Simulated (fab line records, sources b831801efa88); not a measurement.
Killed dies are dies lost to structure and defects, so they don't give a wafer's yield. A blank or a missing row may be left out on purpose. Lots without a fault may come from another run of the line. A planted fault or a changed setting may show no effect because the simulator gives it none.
Which tool did it? | flow sky130 | 12 lots, 36 wafers sampled, at 5 steps of a route of 708

WHAT THE GAUGES READ, wafer by wafer
SKY_SONOS_ONO_THK_MEAS_05. Usual: SONOS_ONO_CVD_04_THK 5.69 nm, standard deviation 0.1.
lot  | measured     | on            | SONOS_ONO_CVD_04_THK (nm) | flag
L803 | day 11 17:09 | film_metro-01 | 5.61 5.57 5.56            |
L804 | day 11 23:20 | film_metro-03 | 5.80 5.68 5.79            |
L805 | day 12 10:10 | film_metro-03 | 5.68 5.49 5.56            |
L806 | day 12 22:37 | film_metro-03 | 5.84 5.74 5.72            |
L807 | day 13 11:05 | film_metro-03 | 5.56 5.59 5.54            |
L809 | day 13 14:27 | film_metro-03 | 5.65 5.78 5.55            |
L812 | day 14 20:44 | film_metro-03 | 6.35 6.31 6.20            | OFF
L813 | day 15 02:52 | film_metro-03 | 6.18 6.43 6.26            | OFF
L822 | day 18 07:37 | film_metro-03 | 5.67 5.59 5.65            |
L823 | day 18 07:37 | film_metro-02 | 5.71 5.78 5.78            |
L824 | day 18 20:35 | film_metro-03 | 5.64 5.63 5.68            |
L826 | day 19 01:44 | film_metro-01 | 5.60 5.65 5.73            |

SKY_SONOS_ONO_OVL_MEAS_14. Usual: SONOS_ONO_OVL 0.5 nm, standard deviation 1.6.
lot  | measured     | on         | SONOS_ONO_OVL (nm) | flag
L803 | day 12 18:07 | overlay-02 | 0.5 -2.0 -1.9      |
L804 | day 13 01:00 | overlay-02 | -0.3 -1.7 -0.6     |
L805 | day 13 10:52 | overlay-01 | 2.7 3.7 4.1        |
L806 | day 14 00:09 | overlay-01 | 1.6 1.2 1.3        |
L807 | day 14 13:30 | overlay-01 | -2.7 -2.5 -3.0     |
L809 | day 14 16:50 | overlay-02 | -0.9 0.2 0.1       |
L812 | day 15 23:06 | overlay-01 | -1.2 0.0 0.2       |
L813 | day 16 05:30 | overlay-01 | 2.5 1.2 1.1        |
L822 | day 19 13:36 | overlay-02 | 1.7 0.4 0.9        |
L823 | day 19 13:34 | overlay-01 | 2.0 0.8 2.2        |
L824 | day 20 03:40 | overlay-01 | 0.1 1.6 -1.7       |
L826 | day 20 08:16 | overlay-01 | -2.5 1.0 -1.0      |

WHICH TOOL RAN EACH LOT (tool, then ch and the chambers of the sampled wafers, then the start)
lot  | SKY_VT_ADJUST_LVTN_STRIP_20          | SKY_VT_ADJUST_NCORE_STRIP_10         | SKY_SONOS_ONO_CVD_04
L803 | plasma_asher-03 ch 0,1, day 7 20:23  | plasma_asher-01 ch 0,1, day 8 17:32  | lpcvd-03 ch 0, day 11 15:54
L804 | plasma_asher-04 ch 0,1, day 8 03:11  | plasma_asher-01 ch 0,1, day 8 23:50  | lpcvd-03 ch 1, day 11 22:04
L805 | plasma_asher-02 ch 0,1, day 8 11:31  | plasma_asher-03 ch 0,1, day 9 08:20  | lpcvd-03 ch 0, day 12 08:55
L806 | plasma_asher-03 ch 0,1, day 8 20:17  | plasma_asher-03 ch 0,1, day 9 17:29  | lpcvd-03 ch 0, day 12 21:21
L807 | plasma_asher-02 ch 1, day 9 03:52    | plasma_asher-03 ch 0,1, day 10 01:05 | lpcvd-03 ch 1, day 13 09:49
L809 | plasma_asher-03 ch 0,1, day 9 11:09  | plasma_asher-03 ch 0,1, day 10 08:25 | lpcvd-03 ch 1, day 13 13:11
L812 | plasma_asher-02 ch 0,1, day 10 12:05 | plasma_asher-04 ch 0,1, day 11 10:38 | lpcvd-03 ch 0, day 14 19:29
L813 | plasma_asher-03 ch 0,1, day 10 17:47 | plasma_asher-01 ch 0,1, day 11 17:29 | lpcvd-03 ch 0, day 15 01:37
L822 | plasma_asher-03 ch 0,1, day 13 10:44 | plasma_asher-03 ch 0,1, day 14 12:21 | lpcvd-03 ch 0, day 18 06:22
L823 | plasma_asher-03 ch 0, day 13 11:35   | plasma_asher-01 ch 0,1, day 14 13:48 | lpcvd-03 ch 0, day 18 06:22
L824 | plasma_asher-03 ch 0,1, day 13 20:38 | plasma_asher-01 ch 0, day 14 23:12   | lpcvd-03 ch 1, day 18 19:20
L826 | plasma_asher-02 ch 0,1, day 14 04:44 | plasma_asher-03 ch 0,1, day 15 07:30 | lpcvd-03 ch 0, day 19 00:29
- SKY_VT_ADJUST_LVTN_STRIP_20: strips in O2/N2.
- SKY_VT_ADJUST_NCORE_STRIP_10: strips in O2/N2.
- SKY_SONOS_ONO_CVD_04: deposits SiO2 from SiH4/N2O, target thk 5.7199 nm.

WHAT THE TOOLS THEMSELVES READ (means of the sampled wafers that have a number; where no wafer has one, the mark that the record gives instead)
SKY_VT_ADJUST_LVTN_STRIP_20. Usual: drypump_motor_current_A 5.6 A, standard deviation 0.37; oes_product_au 0.716 a.u., standard deviation 0.0044; strip_time_to_endpoint_s 14.20 s, standard deviation 0.039.
lot  | tool            | drypump_motor_current_A (A) | oes_product_au (a.u.) | strip_time_to_endpoint_s (s) | flag
L803 | plasma_asher-03 | 5.4                         | 0.716                 | 14.21                        |
L804 | plasma_asher-04 | 5.7                         | 0.714                 | 14.19                        |
L805 | plasma_asher-02 | 5.7                         | 0.714                 | 14.23                        |
L806 | plasma_asher-03 | 5.7                         | 0.716                 | 14.23                        |
L807 | plasma_asher-02 | 5.8                         | 0.716                 | 14.18                        |
L809 | plasma_asher-03 | 5.4                         | 0.711                 | 14.15                        |
L812 | plasma_asher-02 | 5.7                         | 0.716                 | 14.24                        |
L813 | plasma_asher-03 | 5.7                         | 0.716                 | 14.17                        |
L822 | plasma_asher-03 | 5.7                         | 0.721                 | 14.18                        |
L823 | plasma_asher-03 | 5.0                         | 0.715                 | 14.25                        |
L824 | plasma_asher-03 | 5.4                         | 0.717                 | 14.18                        |
L826 | plasma_asher-02 | 5.7                         | 0.720                 | 14.18                        |

SKY_VT_ADJUST_NCORE_STRIP_10. Usual: drypump_motor_current_A 5.7 A, standard deviation 0.48; oes_product_au 0.716 a.u., standard deviation 0.0046; strip_time_to_endpoint_s 14.20 s, standard deviation 0.044.
lot  | tool            | drypump_motor_current_A (A) | oes_product_au (a.u.) | strip_time_to_endpoint_s (s) | flag
L803 | plasma_asher-01 | 6.1                         | 0.719                 | 14.21                        |
L804 | plasma_asher-01 | 6.1                         | 0.714                 | 14.15                        |
L805 | plasma_asher-03 | 5.4                         | 0.718                 | 14.24                        |
L806 | plasma_asher-03 | 5.4                         | 0.713                 | 14.16                        |
L807 | plasma_asher-03 | 5.4                         | 0.718                 | 14.18                        |
L809 | plasma_asher-03 | 5.7                         | 0.714                 | 14.15                        |
L812 | plasma_asher-04 | 5.8                         | 0.718                 | 14.25                        |
L813 | plasma_asher-01 | 5.7                         | 0.716                 | 14.23                        |
L822 | plasma_asher-03 | 5.3                         | 0.713                 | 14.22                        |
L823 | plasma_asher-01 | 5.7                         | 0.715                 | 14.10                        |
L824 | plasma_asher-01 | 6.4                         | 0.714                 | 14.21                        |
L826 | plasma_asher-03 | 5.7                         | 0.718                 | 14.29                        |

SKY_SONOS_ONO_CVD_04. Usual: pressure_mtorr 400.0 mTorr, standard deviation 0.76; spike_tc_lower_C 899.4 C, standard deviation 1.2.
lot  | tool     | pressure_mtorr (mTorr) | spike_tc_lower_C (C) | flag
L803 | lpcvd-03 | 399.8                  | 900.1                |
L804 | lpcvd-03 | 401.6                  | 898.8                |
L805 | lpcvd-03 | 399.9                  | 899.5                |
L806 | lpcvd-03 | 399.5                  | 900.2                |
L807 | lpcvd-03 | 400.1                  | 899.0                |
L809 | lpcvd-03 | 399.7                  | 899.1                |
L812 | lpcvd-03 | 479.4                  | 900.2                | OFF
L813 | lpcvd-03 | 478.6                  | 900.4                | OFF
L822 | lpcvd-03 | 399.4                  | 900.8                |
L823 | lpcvd-03 | 399.5                  | 900.1                |
L824 | lpcvd-03 | 399.6                  | 897.8                |
L826 | lpcvd-03 | 400.5                  | 899.4                |

THE ANSWER, worked out from the rows above alone
Rule: a lot is off if the mean of its wafers that have a number lies more than 3 standard deviations from the usual mean. A lot without any number at a reading at which 4 lots or more have one is off too. The other lots that the step has rows for count as sound. The gauges are gone through in route order, then the tools' own readings, and for those a lot's mean is taken as printed above. The first step at which some lot is off is used, and at that step the reading that is off furthest; a lot without a number counts as furthest.
Off: L812, L813, at SKY_SONOS_ONO_THK_MEAS_05 (SONOS_ONO_CVD_04_THK).
A tool fits if, at a process step before that reading, it ran every lot that is off, and no sound lot after the first of them. The gauges at SKY_SONOS_ONO_THK_MEAS_05 aren't tried: what is off there is off at SKY_SONOS_ONO_CVD_04 too, on other tools, and a gauge's error can't cause that. None of those tried fits.

WHAT THE SIMULATOR HAD PUT IN
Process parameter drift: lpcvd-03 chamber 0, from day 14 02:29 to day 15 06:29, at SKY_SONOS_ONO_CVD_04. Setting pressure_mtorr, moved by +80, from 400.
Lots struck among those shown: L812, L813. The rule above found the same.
